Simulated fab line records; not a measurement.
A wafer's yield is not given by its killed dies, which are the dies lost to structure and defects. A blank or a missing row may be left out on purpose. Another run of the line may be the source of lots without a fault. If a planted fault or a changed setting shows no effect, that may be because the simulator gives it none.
fab line records :: flow sky130 :: part 2 of 2: steps 22 to 29 of 29
record:
  lots: 5
  wafers: 15
  last_day: 49
route steps=708 shown LI_CONTACT@375 LOCAL_INTERCONNECT@387
lots untouched by any fault: they come from a run of this same line in which no faults occurred
start_h: hours from the record's opening day to when the first of the lot's shown wafers began :: wait_h: hours since the lot's step before :: " as in the row above :: L1.1+2: several wafers, shown together as one row :: - no value, or no start given :: * or withheld: withheld :: < > ~ a bound
route shown NAME@n: names a module that has steps shown in the file, with the first one's number in the route :: usual: mean and standard deviation over wafers with no fault :: same: alike in all rows :: chamber/n: place in a boat :: sites: readings site by site :: _std_site: their standard deviation :: _edge_site: inner sites' mean taken away from outer sites' mean :: radius_mm: how far each site lies from the wafer's centre :: mask NAME#n: copy n :: behind: tool/chamber where the wafer was last shaped :: hold: the reason the lot was held/the length of the hold in hours/how it ended :: device: the transistor (n, p or np) that didn't switch :: end of line: tests of these same wafers at the route's end :: a step without rows: its recipe alone :: killed: not the wafer's yield, but the dies lost to structure and defects at the first sort :: map: the dies of a wafer, with x for killed, . for not killed, _ for no die there
set.NAME: the setting the step ran with; set.NAME@STEP: the setting that earlier step ran with :: model.NAME: the simulator's own value behind a step, which no gauge read
lots at selected steps of the route; one table per step, one row per wafer
services: from which hour (start_h, from the record's first day; less than 0 if before it) a tool's chamber was out of use, for how many hours, and why
== steps ==
step: SKY_LOCAL_INTERCONNECT_PEB_09
recipe:
  peb_temp_c: withheld
  peb_time_s: withheld
  resist: KrF-thick
usual:
  exhaust_pa: 44.9/0.92
lot.wafer: L074.2
tool: litho_track-02
chamber: 0
start_h: -
wait_h: -
exhaust_pa: 45.1

lot.wafer: L074.3
tool: litho_track-02
chamber: 0
start_h: -
wait_h: -
exhaust_pa: 45.0

lot.wafer: L074.4
tool: litho_track-02
chamber: 0
start_h: -
wait_h: -
exhaust_pa: 45.2

lot.wafer: L077.1
tool: litho_track-02
chamber: 0
start_h: -
wait_h: -
exhaust_pa: 44.5

lot.wafer: L077.3
tool: litho_track-02
chamber: 0
start_h: -
wait_h: -
exhaust_pa: 43.8

lot.wafer: L077.6
tool: litho_track-02
chamber: 0
start_h: -
wait_h: -
exhaust_pa: 45.0

lot.wafer: L079.1
tool: litho_track-04
chamber: 0
start_h: -
wait_h: -
exhaust_pa: 44.2

lot.wafer: L079.3
tool: litho_track-04
chamber: 0
start_h: -
wait_h: -
exhaust_pa: 44.7

lot.wafer: L079.6
tool: litho_track-04
chamber: 0
start_h: -
wait_h: -
exhaust_pa: 43.3

lot.wafer: L086.1
tool: litho_track-03
chamber: 0
start_h: -
wait_h: -
exhaust_pa: 44.4

lot.wafer: L086.4
tool: litho_track-03
chamber: 0
start_h: -
wait_h: -
exhaust_pa: 45.7

lot.wafer: L086.5
tool: litho_track-03
chamber: 0
start_h: -
wait_h: -
exhaust_pa: 44.1

lot.wafer: L091.2
tool: litho_track-04
chamber: 0
start_h: -
wait_h: -
exhaust_pa: 43.6

lot.wafer: L091.5
tool: litho_track-04
chamber: 0
start_h: -
wait_h: -
exhaust_pa: 45.0

lot.wafer: L091.6
tool: litho_track-04
chamber: 0
start_h: -
wait_h: -
exhaust_pa: 45.0
step: SKY_LOCAL_INTERCONNECT_DEVELOP_10
recipe:
  develop_time_s: 60
  resist: KrF-thick
  dev_temp_c: 21
usual:
  exhaust_pa: 44.9/0.78
lot.wafer: L074.2
tool: litho_track-02
chamber: 0
start_h: -
wait_h: -
exhaust_pa: 44.2

lot.wafer: L074.3
tool: litho_track-02
chamber: 0
start_h: -
wait_h: -
exhaust_pa: 45.1

lot.wafer: L074.4
tool: litho_track-02
chamber: 0
start_h: -
wait_h: -
exhaust_pa: 44.9

lot.wafer: L077.1
tool: litho_track-02
chamber: 0
start_h: -
wait_h: -
exhaust_pa: 44.8

lot.wafer: L077.3
tool: litho_track-02
chamber: 0
start_h: -
wait_h: -
exhaust_pa: 45.3

lot.wafer: L077.6
tool: litho_track-02
chamber: 0
start_h: -
wait_h: -
exhaust_pa: 45.3

lot.wafer: L079.1
tool: litho_track-04
chamber: 0
start_h: -
wait_h: -
exhaust_pa: 45.1

lot.wafer: L079.3
tool: litho_track-04
chamber: 0
start_h: -
wait_h: -
exhaust_pa: 45.1

lot.wafer: L079.6
tool: litho_track-04
chamber: 0
start_h: -
wait_h: -
exhaust_pa: 45.0

lot.wafer: L086.1
tool: litho_track-03
chamber: 0
start_h: -
wait_h: -
exhaust_pa: 44.8

lot.wafer: L086.4
tool: litho_track-03
chamber: 0
start_h: -
wait_h: -
exhaust_pa: 45.7

lot.wafer: L086.5
tool: litho_track-03
chamber: 0
start_h: -
wait_h: -
exhaust_pa: 46.4

lot.wafer: L091.2
tool: litho_track-04
chamber: 0
start_h: -
wait_h: -
exhaust_pa: 44.1

lot.wafer: L091.5
tool: litho_track-04
chamber: 0
start_h: -
wait_h: -
exhaust_pa: 45.6

lot.wafer: L091.6
tool: litho_track-04
chamber: 0
start_h: -
wait_h: -
exhaust_pa: 45.6
step: SKY_LOCAL_INTERCONNECT_CD_MEAS_11
recipe:
  target_cd_nm: 170
usual:
  cd_nm: 170.4/1.4
lot.wafer: L074.2
tool: cd_sem-01
chamber: -
start_h: 700.68
wait_h: -
cd_nm: 171.6

lot.wafer: L074.3
tool: cd_sem-01
chamber: -
start_h: 700.68
wait_h: -
cd_nm: 170.8

lot.wafer: L074.4
tool: cd_sem-01
chamber: -
start_h: 700.68
wait_h: -
cd_nm: 170.7

lot.wafer: L077.1
tool: cd_sem-01
chamber: -
start_h: 722.96
wait_h: -
cd_nm: 167.5

lot.wafer: L077.3
tool: cd_sem-01
chamber: -
start_h: 722.96
wait_h: -
cd_nm: 169.8

lot.wafer: L077.6
tool: cd_sem-01
chamber: -
start_h: 722.96
wait_h: -
cd_nm: 169.0

lot.wafer: L079.1
tool: cd_sem-02
chamber: -
start_h: 746.80
wait_h: -
cd_nm: 171.4

lot.wafer: L079.3
tool: cd_sem-02
chamber: -
start_h: 746.80
wait_h: -
cd_nm: 171.4

lot.wafer: L079.6
tool: cd_sem-02
chamber: -
start_h: 746.80
wait_h: -
cd_nm: 172.2

lot.wafer: L086.1
tool: cd_sem-02
chamber: -
start_h: 800.95
wait_h: -
cd_nm: 171.6

lot.wafer: L086.4
tool: cd_sem-02
chamber: -
start_h: 800.95
wait_h: -
cd_nm: 172.2

lot.wafer: L086.5
tool: cd_sem-02
chamber: -
start_h: 800.95
wait_h: -
cd_nm: 170.3

lot.wafer: L091.2
tool: cd_sem-02
chamber: -
start_h: 866.07
wait_h: -
cd_nm: 169.8

lot.wafer: L091.5
tool: cd_sem-02
chamber: -
start_h: 866.07
wait_h: -
cd_nm: 172.9

lot.wafer: L091.6
tool: cd_sem-02
chamber: -
start_h: 866.07
wait_h: -
cd_nm: 170.8
step: SKY_LOCAL_INTERCONNECT_OVL_MEAS_12
usual:
  LOCAL_INTERCONNECT_OVL: -1/5.1
lot.wafer: L074.2
tool: overlay-01
chamber: -
start_h: 700.79
wait_h: 0.1
LOCAL_INTERCONNECT_OVL[nm]: -3

lot.wafer: L074.3
tool: overlay-01
chamber: -
start_h: 700.79
wait_h: 0.1
LOCAL_INTERCONNECT_OVL[nm]: 2

lot.wafer: L074.4
tool: overlay-01
chamber: -
start_h: 700.79
wait_h: 0.1
LOCAL_INTERCONNECT_OVL[nm]: -1

lot.wafer: L077.1
tool: overlay-02
chamber: -
start_h: 723.08
wait_h: 0.1
LOCAL_INTERCONNECT_OVL[nm]: 1

lot.wafer: L077.3
tool: overlay-02
chamber: -
start_h: 723.08
wait_h: 0.1
LOCAL_INTERCONNECT_OVL[nm]: -3

lot.wafer: L077.6
tool: overlay-02
chamber: -
start_h: 723.08
wait_h: 0.1
LOCAL_INTERCONNECT_OVL[nm]: -13

lot.wafer: L079.1
tool: overlay-02
chamber: -
start_h: 746.92
wait_h: 0.1
LOCAL_INTERCONNECT_OVL[nm]: 5

lot.wafer: L079.3
tool: overlay-02
chamber: -
start_h: 746.92
wait_h: 0.1
LOCAL_INTERCONNECT_OVL[nm]: 0

lot.wafer: L079.6
tool: overlay-02
chamber: -
start_h: 746.92
wait_h: 0.1
LOCAL_INTERCONNECT_OVL[nm]: 3

lot.wafer: L086.1
tool: overlay-01
chamber: -
start_h: 801.07
wait_h: 0.1
LOCAL_INTERCONNECT_OVL[nm]: -3

lot.wafer: L086.4
tool: overlay-01
chamber: -
start_h: 801.07
wait_h: 0.1
LOCAL_INTERCONNECT_OVL[nm]: 5

lot.wafer: L086.5
tool: overlay-01
chamber: -
start_h: 801.07
wait_h: 0.1
LOCAL_INTERCONNECT_OVL[nm]: 0

lot.wafer: L091.2
tool: overlay-02
chamber: -
start_h: 866.18
wait_h: 0.1
LOCAL_INTERCONNECT_OVL[nm]: -1

lot.wafer: L091.5
tool: overlay-02
chamber: -
start_h: 866.18
wait_h: 0.1
LOCAL_INTERCONNECT_OVL[nm]: -5

lot.wafer: L091.6
tool: overlay-02
chamber: -
start_h: 866.18
wait_h: 0.1
LOCAL_INTERCONNECT_OVL[nm]: 2
step: SKY_LOCAL_INTERCONNECT_ETCH_13
recipe:
  chemistry: N2/H2
  target: BARC
  ion_energy_ev: 200
  bias_w: 100
  pressure_mtorr: 30
  n2_flow_sccm: 100
  h2_flow_sccm: 200
  icp_w: 500
  stop_on: SiO2
  time_s: 45.9
  target_depth_a: 600
usual:
  chamber_pressure_mTorr: 29.999/0.029
  drypump_motor_current_A: 5.8/0.43
  oes_product_au: 0.853/0.0049
  throttle_valve_pct: 13.225/0.0093
same:
  time_s: 45.9
lot.wafer: L074.2
tool: rie_metal-02
chamber: 0
start_h: 700.82
wait_h: 0.0
chamber_pressure_mTorr: 30.071
drypump_motor_current_A: 5.5
oes_product_au: 0.850
rf_hours_counter_h: 0
throttle_valve_pct: 13.241

lot.wafer: L074.3
tool: rie_metal-02
chamber: 0
start_h: 700.82
wait_h: 0.0
chamber_pressure_mTorr: 29.979
drypump_motor_current_A: 5.5
oes_product_au: 0.844
rf_hours_counter_h: -
throttle_valve_pct: 13.229

lot.wafer: L074.4
tool: rie_metal-02
chamber: 1
start_h: 700.82
wait_h: 0.0
chamber_pressure_mTorr: 30.020
drypump_motor_current_A: 5.7
oes_product_au: 0.855
rf_hours_counter_h: -
throttle_valve_pct: 13.230

lot.wafer: L077.1
tool: rie_metal-04
chamber: 1
start_h: 723.12
wait_h: 0.0
chamber_pressure_mTorr: 29.979
drypump_motor_current_A: 6.0
oes_product_au: 0.856
rf_hours_counter_h: 2
throttle_valve_pct: 13.196

lot.wafer: L077.3
tool: rie_metal-04
chamber: 0
start_h: 723.12
wait_h: 0.0
chamber_pressure_mTorr: 30.005
drypump_motor_current_A: 5.7
oes_product_au: 0.857
rf_hours_counter_h: -
throttle_valve_pct: 13.230

lot.wafer: L077.6
tool: rie_metal-04
chamber: 1
start_h: 723.12
wait_h: 0.0
chamber_pressure_mTorr: 29.973
drypump_motor_current_A: 6.0
oes_product_au: 0.864
rf_hours_counter_h: -
throttle_valve_pct: 13.229

lot.wafer: L079.1
tool: rie_metal-01
chamber: 0
start_h: 746.96
wait_h: 0.0
chamber_pressure_mTorr: 29.999
drypump_motor_current_A: 6.3
oes_product_au: 0.853
rf_hours_counter_h: 9
throttle_valve_pct: 13.225

lot.wafer: L079.3
tool: rie_metal-01
chamber: 0
start_h: 746.96
wait_h: 0.0
chamber_pressure_mTorr: 29.956
drypump_motor_current_A: 6.3
oes_product_au: 0.847
rf_hours_counter_h: -
throttle_valve_pct: 13.205

lot.wafer: L079.6
tool: rie_metal-01
chamber: 1
start_h: 746.96
wait_h: 0.0
chamber_pressure_mTorr: 30.009
drypump_motor_current_A: 5.0
oes_product_au: 0.850
rf_hours_counter_h: -
throttle_valve_pct: 13.231

lot.wafer: L086.1
tool: rie_metal-04
chamber: 0
start_h: 801.11
wait_h: 0.0
chamber_pressure_mTorr: 30.030
drypump_motor_current_A: 5.7
oes_product_au: 0.849
rf_hours_counter_h: 16
throttle_valve_pct: 13.216

lot.wafer: L086.4
tool: rie_metal-04
chamber: 0
start_h: 801.11
wait_h: 0.0
chamber_pressure_mTorr: 29.999
drypump_motor_current_A: 5.7
oes_product_au: 0.858
rf_hours_counter_h: -
throttle_valve_pct: 13.209

lot.wafer: L086.5
tool: rie_metal-04
chamber: 0
start_h: 801.11
wait_h: 0.0
chamber_pressure_mTorr: 29.954
drypump_motor_current_A: 5.7
oes_product_au: 0.847
rf_hours_counter_h: -
throttle_valve_pct: 13.222

lot.wafer: L091.2
tool: rie_metal-02
chamber: 0
start_h: 866.21
wait_h: 0.0
chamber_pressure_mTorr: 29.996
drypump_motor_current_A: 5.5
oes_product_au: 0.850
rf_hours_counter_h: 6
throttle_valve_pct: 13.240

lot.wafer: L091.5
tool: rie_metal-02
chamber: 1
start_h: 866.21
wait_h: 0.0
chamber_pressure_mTorr: 29.996
drypump_motor_current_A: 5.7
oes_product_au: 0.859
rf_hours_counter_h: -
throttle_valve_pct: 13.219

lot.wafer: L091.6
tool: rie_metal-02
chamber: 0
start_h: 866.21
wait_h: 0.0
chamber_pressure_mTorr: 30.039
drypump_motor_current_A: 5.5
oes_product_au: 0.850
rf_hours_counter_h: -
throttle_valve_pct: 13.227
step: SKY_LOCAL_INTERCONNECT_METAL_ETCH_14
recipe:
  target_depth_nm: 110
  stop_on: PSG
  chemistry: Cl2/BCl3
  target: TiN
  resist_sidewall_deg: 88
  pressure_mtorr: 10
  icp_w: 900
  bias_w: 48.5
  Cl2_flow_sccm: 60
  bcl3_flow_sccm: 30
  time_s: 31.4
usual:
  chamber_pressure_mTorr: 9.999/0.0097
  drypump_motor_current_A: 5.8/0.43
  oes_product_au: 0.943/0.0079
  throttle_valve_pct: 21.900/0.01
same:
  time_s: 31.4
lot.wafer: L074.2
tool: rie_metal-02
chamber: 0
start_h: 700.88
wait_h: 0.0
chamber_pressure_mTorr: 9.973
drypump_motor_current_A: 5.5
oes_product_au: 0.940
rf_hours_counter_h: 0
throttle_valve_pct: 21.895

lot.wafer: L074.3
tool: rie_metal-02
chamber: 0
start_h: 700.88
wait_h: 0.0
chamber_pressure_mTorr: 9.995
drypump_motor_current_A: 5.5
oes_product_au: 0.942
rf_hours_counter_h: -
throttle_valve_pct: 21.895

lot.wafer: L074.4
tool: rie_metal-02
chamber: 1
start_h: 700.88
wait_h: 0.0
chamber_pressure_mTorr: 10.011
drypump_motor_current_A: 5.7
oes_product_au: 0.938
rf_hours_counter_h: -
throttle_valve_pct: 21.895

lot.wafer: L077.1
tool: rie_metal-04
chamber: 1
start_h: 723.18
wait_h: 0.0
chamber_pressure_mTorr: 9.982
drypump_motor_current_A: 6.0
oes_product_au: 0.945
rf_hours_counter_h: 2
throttle_valve_pct: 21.907

lot.wafer: L077.3
tool: rie_metal-04
chamber: 0
start_h: 723.18
wait_h: 0.0
chamber_pressure_mTorr: 10.010
drypump_motor_current_A: 5.7
oes_product_au: 0.941
rf_hours_counter_h: -
throttle_valve_pct: 21.921

lot.wafer: L077.6
tool: rie_metal-04
chamber: 1
start_h: 723.18
wait_h: 0.0
chamber_pressure_mTorr: 9.995
drypump_motor_current_A: 6.0
oes_product_au: 0.935
rf_hours_counter_h: -
throttle_valve_pct: 21.912

lot.wafer: L079.1
tool: rie_metal-01
chamber: 0
start_h: 747.02
wait_h: 0.0
chamber_pressure_mTorr: 10.004
drypump_motor_current_A: 6.3
oes_product_au: 0.941
rf_hours_counter_h: 9
throttle_valve_pct: 21.905

lot.wafer: L079.3
tool: rie_metal-01
chamber: 0
start_h: 747.02
wait_h: 0.0
chamber_pressure_mTorr: 10.011
drypump_motor_current_A: 6.3
oes_product_au: 0.934
rf_hours_counter_h: -
throttle_valve_pct: 21.923

lot.wafer: L079.6
tool: rie_metal-01
chamber: 1
start_h: 747.02
wait_h: 0.0
chamber_pressure_mTorr: 9.987
drypump_motor_current_A: 5.0
oes_product_au: 0.935
rf_hours_counter_h: -
throttle_valve_pct: 21.899

lot.wafer: L086.1
tool: rie_metal-04
chamber: 0
start_h: 801.17
wait_h: 0.0
chamber_pressure_mTorr: 9.980
drypump_motor_current_A: 5.7
oes_product_au: 0.941
rf_hours_counter_h: 16
throttle_valve_pct: 21.900

lot.wafer: L086.4
tool: rie_metal-04
chamber: 0
start_h: 801.17
wait_h: 0.0
chamber_pressure_mTorr: 10.002
drypump_motor_current_A: 5.7
oes_product_au: 0.947
rf_hours_counter_h: -
throttle_valve_pct: 21.897

lot.wafer: L086.5
tool: rie_metal-04
chamber: 0
start_h: 801.17
wait_h: 0.0
chamber_pressure_mTorr: 9.991
drypump_motor_current_A: 5.7
oes_product_au: 0.942
rf_hours_counter_h: -
throttle_valve_pct: 21.904

lot.wafer: L091.2
tool: rie_metal-02
chamber: 0
start_h: 866.27
wait_h: 0.0
chamber_pressure_mTorr: 9.993
drypump_motor_current_A: 5.5
oes_product_au: 0.948
rf_hours_counter_h: 6
throttle_valve_pct: 21.898

lot.wafer: L091.5
tool: rie_metal-02
chamber: 1
start_h: 866.27
wait_h: 0.0
chamber_pressure_mTorr: 9.990
drypump_motor_current_A: 5.7
oes_product_au: 0.955
rf_hours_counter_h: -
throttle_valve_pct: 21.878

lot.wafer: L091.6
tool: rie_metal-02
chamber: 0
start_h: 866.27
wait_h: 0.0
chamber_pressure_mTorr: 9.996
drypump_motor_current_A: 5.5
oes_product_au: 0.957
rf_hours_counter_h: -
throttle_valve_pct: 21.894
step: SKY_LOCAL_INTERCONNECT_STRIP_15
recipe:
  chemistry: O2/N2
  power_w: 1400
  pressure_mtorr: 1500
  platen_temp_c: withheld
  o2_flow_sccm: 3000
  n2_flow_sccm: 300
  overash_fraction: 0.5
usual:
  chamber_pressure_mTorr: 1500.0/1.4
  drypump_motor_current_A: 5.5/0.38
  oes_product_au: 0.426/0.0043
  strip_time_to_endpoint_s: 4.708/0.022
lot.wafer: L074.2
tool: plasma_asher-02
chamber: 0
start_h: 700.93
wait_h: 0.0
chamber_pressure_mTorr: 1499.4
drypump_motor_current_A: 5.9
oes_product_au: 0.424
rf_hours_counter_h: 87
strip_time_to_endpoint_s: 4.718

lot.wafer: L074.3
tool: plasma_asher-02
chamber: 0
start_h: 700.93
wait_h: 0.0
chamber_pressure_mTorr: 1499.3
drypump_motor_current_A: 5.9
oes_product_au: 0.423
rf_hours_counter_h: -
strip_time_to_endpoint_s: 4.730

lot.wafer: L074.4
tool: plasma_asher-02
chamber: 1
start_h: 700.93
wait_h: 0.0
chamber_pressure_mTorr: 1499.8
drypump_motor_current_A: 5.5
oes_product_au: 0.435
rf_hours_counter_h: -
strip_time_to_endpoint_s: 4.747

lot.wafer: L077.1
tool: plasma_asher-03
chamber: 1
start_h: 723.23
wait_h: 0.0
chamber_pressure_mTorr: 1501.1
drypump_motor_current_A: 5.8
oes_product_au: 0.426
rf_hours_counter_h: 104
strip_time_to_endpoint_s: 4.742

lot.wafer: L077.3
tool: plasma_asher-03
chamber: 0
start_h: 723.23
wait_h: 0.0
chamber_pressure_mTorr: 1497.1
drypump_motor_current_A: 4.8
oes_product_au: 0.422
rf_hours_counter_h: -
strip_time_to_endpoint_s: 4.763

lot.wafer: L077.6
tool: plasma_asher-03
chamber: 1
start_h: 723.23
wait_h: 0.0
chamber_pressure_mTorr: 1500.1
drypump_motor_current_A: 5.8
oes_product_au: 0.430
rf_hours_counter_h: -
strip_time_to_endpoint_s: 4.722

lot.wafer: L079.1
tool: plasma_asher-02
chamber: 1
start_h: 747.07
wait_h: 0.0
chamber_pressure_mTorr: 1501.9
drypump_motor_current_A: 5.6
oes_product_au: 0.426
rf_hours_counter_h: 92
strip_time_to_endpoint_s: 4.694

lot.wafer: L079.3
tool: plasma_asher-02
chamber: 0
start_h: 747.07
wait_h: 0.0
chamber_pressure_mTorr: 1501.1
drypump_motor_current_A: 5.8
oes_product_au: 0.417
rf_hours_counter_h: -
strip_time_to_endpoint_s: 4.683

lot.wafer: L079.6
tool: plasma_asher-02
chamber: 0
start_h: 747.07
wait_h: 0.0
chamber_pressure_mTorr: 1504.5
drypump_motor_current_A: 5.8
oes_product_au: 0.431
rf_hours_counter_h: -
strip_time_to_endpoint_s: 4.733

lot.wafer: L086.1
tool: plasma_asher-03
chamber: 0
start_h: 801.22
wait_h: 0.0
chamber_pressure_mTorr: 1500.6
drypump_motor_current_A: 4.8
oes_product_au: 0.420
rf_hours_counter_h: 6
strip_time_to_endpoint_s: 4.741

lot.wafer: L086.4
tool: plasma_asher-03
chamber: 0
start_h: 801.22
wait_h: 0.0
chamber_pressure_mTorr: 1501.2
drypump_motor_current_A: 4.8
oes_product_au: 0.423
rf_hours_counter_h: -
strip_time_to_endpoint_s: 4.735

lot.wafer: L086.5
tool: plasma_asher-03
chamber: 1
start_h: 801.22
wait_h: 0.0
chamber_pressure_mTorr: 1499.5
drypump_motor_current_A: 5.8
oes_product_au: 0.425
rf_hours_counter_h: -
strip_time_to_endpoint_s: 4.747

lot.wafer: L091.2
tool: plasma_asher-02
chamber: 0
start_h: 866.32
wait_h: 0.0
chamber_pressure_mTorr: 1498.4
drypump_motor_current_A: 5.8
oes_product_au: 0.419
rf_hours_counter_h: 105
strip_time_to_endpoint_s: 4.703

lot.wafer: L091.5
tool: plasma_asher-02
chamber: 0
start_h: 866.32
wait_h: 0.0
chamber_pressure_mTorr: 1500.2
drypump_motor_current_A: 5.9
oes_product_au: 0.433
rf_hours_counter_h: -
strip_time_to_endpoint_s: 4.680

lot.wafer: L091.6
tool: plasma_asher-02
chamber: 1
start_h: 866.32
wait_h: 0.0
chamber_pressure_mTorr: 1500.7
drypump_motor_current_A: 5.5
oes_product_au: 0.422
rf_hours_counter_h: -
strip_time_to_endpoint_s: 4.722
step: SKY_LOCAL_INTERCONNECT_STRIP_16
recipe:
  chemistry: post_etch_residue_remover
  time_s: 1200
  temp_c: 72.5
usual:
  bath_guard_temp_C: 72.5/0.52
same:
  time_s: 1200
lot.wafer: L074.2
tool: wet_bench-04
chamber: 0
start_h: 701.03
wait_h: 0.1
bath_guard_temp_C: 72.2

lot.wafer: L074.3
tool: wet_bench-04
chamber: 0
start_h: 701.03
wait_h: 0.1
bath_guard_temp_C: 71.7

lot.wafer: L074.4
tool: wet_bench-04
chamber: 0
start_h: 701.03
wait_h: 0.1
bath_guard_temp_C: 72.0

lot.wafer: L077.1
tool: wet_bench-03
chamber: 3
start_h: 723.33
wait_h: 0.1
bath_guard_temp_C: 73.5

lot.wafer: L077.3
tool: wet_bench-03
chamber: 3
start_h: 723.33
wait_h: 0.1
bath_guard_temp_C: 73.6

lot.wafer: L077.6
tool: wet_bench-03
chamber: 3
start_h: 723.33
wait_h: 0.1
bath_guard_temp_C: 73.5

lot.wafer: L079.1
tool: wet_bench-03
chamber: 1
start_h: 747.17
wait_h: 0.1
bath_guard_temp_C: 72.8

lot.wafer: L079.3
tool: wet_bench-03
chamber: 1
start_h: 747.17
wait_h: 0.1
bath_guard_temp_C: 72.7

lot.wafer: L079.6
tool: wet_bench-03
chamber: 1
start_h: 747.17
wait_h: 0.1
bath_guard_temp_C: 72.3

lot.wafer: L086.1
tool: wet_bench-02
chamber: 2
start_h: 801.32
wait_h: 0.1
bath_guard_temp_C: 72.0

lot.wafer: L086.4
tool: wet_bench-02
chamber: 2
start_h: 801.32
wait_h: 0.1
bath_guard_temp_C: 72.2

lot.wafer: L086.5
tool: wet_bench-02
chamber: 2
start_h: 801.32
wait_h: 0.1
bath_guard_temp_C: 72.0

lot.wafer: L091.2
tool: wet_bench-03
chamber: 0
start_h: 866.42
wait_h: 0.1
bath_guard_temp_C: 72.9

lot.wafer: L091.5
tool: wet_bench-03
chamber: 0
start_h: 866.42
wait_h: 0.1
bath_guard_temp_C: 72.5

lot.wafer: L091.6
tool: wet_bench-03
chamber: 0
start_h: 866.42
wait_h: 0.1
bath_guard_temp_C: 72.3
== services ==
tool: rie_diel-03
chamber: 3
start_h: 648.72
hours: 22.8
kind: repair

tool: pvd_sputter-01
chamber: -
start_h: 671.79
hours: 7.3
kind: repair

tool: rie_diel-03
chamber: 3
start_h: 686.25
hours: 5.6
kind: repair

tool: rie_diel-03
chamber: 0
start_h: 691.78
hours: 2.7
kind: repair

tool: krf_scanner-02
chamber: -
start_h: 693.99
hours: 0.8
kind: pm

tool: wet_bench-03
chamber: -
start_h: 708.09
hours: 3.9
kind: repair

tool: rie_diel-03
chamber: 1
start_h: 711.09
hours: 3.8
kind: repair

tool: cmp-02
chamber: -
start_h: 714.38
hours: 2.2
kind: repair

tool: rie_diel-01
chamber: 3
start_h: 719.05
hours: 9.7
kind: repair

tool: plasma_asher-03
chamber: -
start_h: 725.31
hours: 4.1
kind: repair

tool: plasma_asher-03
chamber: -
start_h: 733.75
hours: 9.0
kind: pm

tool: cmp-02
chamber: -
start_h: 743.08
hours: 1.0
kind: repair

tool: rie_diel-03
chamber: 0
start_h: 769.39
hours: 13.0
kind: repair

tool: rie_diel-01
chamber: 0
start_h: 775.48
hours: 26.3
kind: repair

tool: plasma_asher-03
chamber: -
start_h: 783.23
hours: 1.3
kind: repair

tool: rie_metal-02
chamber: 1
start_h: 793.84
hours: 40.4
kind: repair

tool: rie_diel-01
chamber: 1
start_h: 794.19
hours: 12.3
kind: repair

tool: rie_metal-02
chamber: 0
start_h: 798.89
hours: 27.8
kind: repair

tool: rie_diel-03
chamber: 3
start_h: 815.33
hours: 17.0
kind: repair

tool: pvd_sputter-02
chamber: -
start_h: 823.22
hours: 1.2
kind: repair

tool: rie_diel-03
chamber: 1
start_h: 824.74
hours: 5.7
kind: repair

tool: rie_metal-02
chamber: -
start_h: 826.67
hours: 2.7
kind: pm

tool: plasma_asher-03
chamber: -
start_h: 848.84
hours: 0.8
kind: repair

tool: pvd_sputter-02
chamber: -
start_h: 864.32
hours: 10.7
kind: repair
